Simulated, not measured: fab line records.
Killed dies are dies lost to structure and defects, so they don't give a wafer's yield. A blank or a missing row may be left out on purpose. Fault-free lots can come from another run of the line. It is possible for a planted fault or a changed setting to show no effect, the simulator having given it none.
Tool commonality check / flow sky130 / 12 lots and 36 wafers in the sample

## REASON FOR OPENING
3 of 12 lots carry a flag on the reading SONOS_TUNNEL_TW at SKY_SONOS_TUNNEL_TW_MEAS_12. Fault-free wafers read 197.5, with a standard deviation of 1.6.
Rule: a lot is flagged in two cases, either no wafer of it has a number, or all its wafers with numbers fall more than 4 standard deviations from that mean. As for the other lots, they are considered sound.

lot=L458; measured=day 11 20:57; on=film metro-04; SONOS_TUNNEL_TW, wafer by wafer=197.4 198.3 198.5; flag=
lot=L459; measured=day 12 08:58; on=film metro-03; SONOS_TUNNEL_TW, wafer by wafer=194.7 195.1 195.3; flag=
lot=L460; measured=day 12 12:34; on=film metro-03; SONOS_TUNNEL_TW, wafer by wafer=194.9 196.0 195.2; flag=
lot=L462; measured=day 13 03:34; on=film metro-01; SONOS_TUNNEL_TW, wafer by wafer=199.1 198.7 199.3; flag=
lot=L463; measured=day 13 12:43; on=film metro-03; SONOS_TUNNEL_TW, wafer by wafer=239.3 238.8 239.4; flag=FLAGGED
lot=L464; measured=day 14 00:54; on=film metro-04; SONOS_TUNNEL_TW, wafer by wafer=242.8 242.6 243.7; flag=FLAGGED
lot=L471; measured=day 16 01:35; on=film metro-04; SONOS_TUNNEL_TW, wafer by wafer=241.1 240.8 240.2; flag=FLAGGED
lot=L475; measured=day 17 15:42; on=film metro-01; SONOS_TUNNEL_TW, wafer by wafer=198.8 199.3 199.0; flag=
lot=L476; measured=day 17 20:23; on=film metro-04; SONOS_TUNNEL_TW, wafer by wafer=198.9 196.9 196.3; flag=
lot=L478; measured=day 18 14:28; on=film metro-04; SONOS_TUNNEL_TW, wafer by wafer=196.7 197.2 196.8; flag=
lot=L479; measured=day 19 04:38; on=film metro-04; SONOS_TUNNEL_TW, wafer by wafer=196.7 197.2 197.2; flag=
lot=L480; measured=day 19 17:10; on=film metro-01; SONOS_TUNNEL_TW, wafer by wafer=197.4 196.8 196.5; flag=
On average the flagged lots' numbers are 241.0, which is +43.5 against the usual, or +27 standard deviations.

## TOOL THAT RAN EACH LOT
The record holds 1 process step before the reading, out of a route of 708 steps. Read each cell as the tool, then ch plus the chambers that the sampled wafers visited, then the start.
lot=L458; flag=; SKY_SONOS_TUNNEL_IMPLANT_09=implanter-04 ch 0, day 11 20:32
lot=L459; flag=; SKY_SONOS_TUNNEL_IMPLANT_09=implanter-01 ch 0, day 12 08:32
lot=L460; flag=; SKY_SONOS_TUNNEL_IMPLANT_09=implanter-01 ch 0, day 12 12:08
lot=L462; flag=; SKY_SONOS_TUNNEL_IMPLANT_09=implanter-02 ch 0, day 13 03:08
lot=L463; flag=FLAGGED; SKY_SONOS_TUNNEL_IMPLANT_09=implanter-01 ch 0, day 13 11:40
lot=L464; flag=FLAGGED; SKY_SONOS_TUNNEL_IMPLANT_09=implanter-01 ch 0, day 13 23:49
lot=L471; flag=FLAGGED; SKY_SONOS_TUNNEL_IMPLANT_09=implanter-04 ch 0, day 16 00:53
lot=L475; flag=; SKY_SONOS_TUNNEL_IMPLANT_09=implanter-01 ch 0, day 17 15:17
lot=L476; flag=; SKY_SONOS_TUNNEL_IMPLANT_09=implanter-04 ch 0, day 17 19:47
lot=L478; flag=; SKY_SONOS_TUNNEL_IMPLANT_09=implanter-04 ch 0, day 18 14:05
lot=L479; flag=; SKY_SONOS_TUNNEL_IMPLANT_09=implanter-04 ch 0, day 19 04:13
lot=L480; flag=; SKY_SONOS_TUNNEL_IMPLANT_09=implanter-04 ch 0, day 19 16:44
What is done by these steps:
- SKY_SONOS_TUNNEL_IMPLANT_09
- SKY_SONOS_TUNNEL_TW_MEAS_12

## FLAGGED OVER TOTAL, TOOL BY TOOL (the gauges that took the reading come last)
step=SKY_SONOS_TUNNEL_IMPLANT_09; tool=implanter-01; lots run=5; flagged=2; share of the flagged lots=some; sound lots run after its first flagged lot=1 (L475)
step=SKY_SONOS_TUNNEL_IMPLANT_09; tool=implanter-02; lots run=1; flagged=0; share of the flagged lots=none; sound lots run after its first flagged lot=-
step=SKY_SONOS_TUNNEL_IMPLANT_09; tool=implanter-04; lots run=6; flagged=1; share of the flagged lots=some; sound lots run after its first flagged lot=4 (L476,L478,L479,L480)
step=SKY_SONOS_TUNNEL_TW_MEAS_12; tool=film metro-01; lots run=3; flagged=0; share of the flagged lots=none; sound lots run after its first flagged lot=-
step=SKY_SONOS_TUNNEL_TW_MEAS_12; tool=film metro-03; lots run=3; flagged=1; share of the flagged lots=some; sound lots run after its first flagged lot=0
step=SKY_SONOS_TUNNEL_TW_MEAS_12; tool=film metro-04; lots run=6; flagged=2; share of the flagged lots=some; sound lots run after its first flagged lot=3 (L476,L478,L479)

## WHAT THE TABLE ALLOWS
No row of the table ran every flagged lot.

## WHAT HAD BEEN PUT IN BY THE SIMULATOR
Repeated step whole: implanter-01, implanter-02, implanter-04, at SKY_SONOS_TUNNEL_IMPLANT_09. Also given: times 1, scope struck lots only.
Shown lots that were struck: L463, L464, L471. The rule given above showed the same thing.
